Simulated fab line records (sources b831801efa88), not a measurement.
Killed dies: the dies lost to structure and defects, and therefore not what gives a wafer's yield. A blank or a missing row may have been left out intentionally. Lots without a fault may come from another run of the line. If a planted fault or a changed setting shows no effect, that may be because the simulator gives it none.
Matching of chambers    flow gf180mcu    GF_M5_ETCH_09 on rie-diel-03 has 4 sister chambers
The step etches Si3N4 in CF4/O2, target depth 52 nm, time 11.6 s. 14 wafers are shown with their chamber, then 7 later ones without.

WAFERS, EACH WITH ITS CHAMBER
wafer   chamber  drypump-motor-current-A (A)  oes-product-au (a.u.)  throttle-valve-pct (%)
L079.3  3        5.0                          0.995                  5.961
L079.4  0        4.8                          0.998                  5.983
L079.5  1        6.2                          1.002                  5.964
L080.2  1        6.2                          1.006                  5.975
L080.3  3        5.0                          0.995                  5.995
L080.5  0        4.7                          1.001                  5.968
L083.1  3        5.0                          0.991                  5.967
L083.2  2        5.3                          0.995                  5.972
L083.6  0        4.7                          1.006                  5.984
L091.2  3        5.0                          0.988                  5.973
L091.4  2        5.3                          0.983                  5.961
L091.6  3        5.0                          0.989                  5.970
L093.1  1        6.2                          1.007                  5.973
L093.2  2        5.3                          0.989                  5.971

SIGNATURES, as means of the wafers listed above
reading                  chamber 0  chamber 1  chamber 2  chamber 3  scatter within a chamber
drypump-motor-current-A  4.733      6.200      5.300      5.000      0.0258
oes-product-au           1.00167    1.00500    0.98900    0.99160    0.00402
throttle-valve-pct       5.97833    5.97067    5.96800    5.97320    0.00988
Rule: distance of a wafer from a chamber = root of the sum over the readings of ((wafer's reading minus chamber's mean) / reading's scatter) squared. If the next closest chamber is less than 2 further off than the closest, the wafer can't be placed; otherwise it belongs to the closest. The scatter: take each reading less its chamber's mean, square it, sum over the shown wafers, divide by the number of wafers less the number of chambers, and take the root.

WAFERS WITH NO CHAMBER GIVEN
wafer   drypump-motor-current-A (A)  oes-product-au (a.u.)  throttle-valve-pct (%)
L093.3  4.8                          0.989                  5.964
L094.1  6.2                          0.997                  5.986
L094.4  6.2                          0.992                  5.966
L094.5  4.8                          1.004                  5.967
L096.2  4.8                          0.998                  5.975
L096.4  5.3                          0.995                  5.967
L096.6  5.3                          0.991                  5.962

THE CHAMBER EACH PASSED THROUGH
wafer   from the rows above  in truth
L093.3  0                    0
L094.1  1                    1
L094.4  1                    1
L094.5  0                    0
L096.2  0                    0
L096.4  2                    2
L096.6  2                    2
Placed correctly: 7 of 7. Number that these rows cannot place: 0. Number placed wrongly: 0.
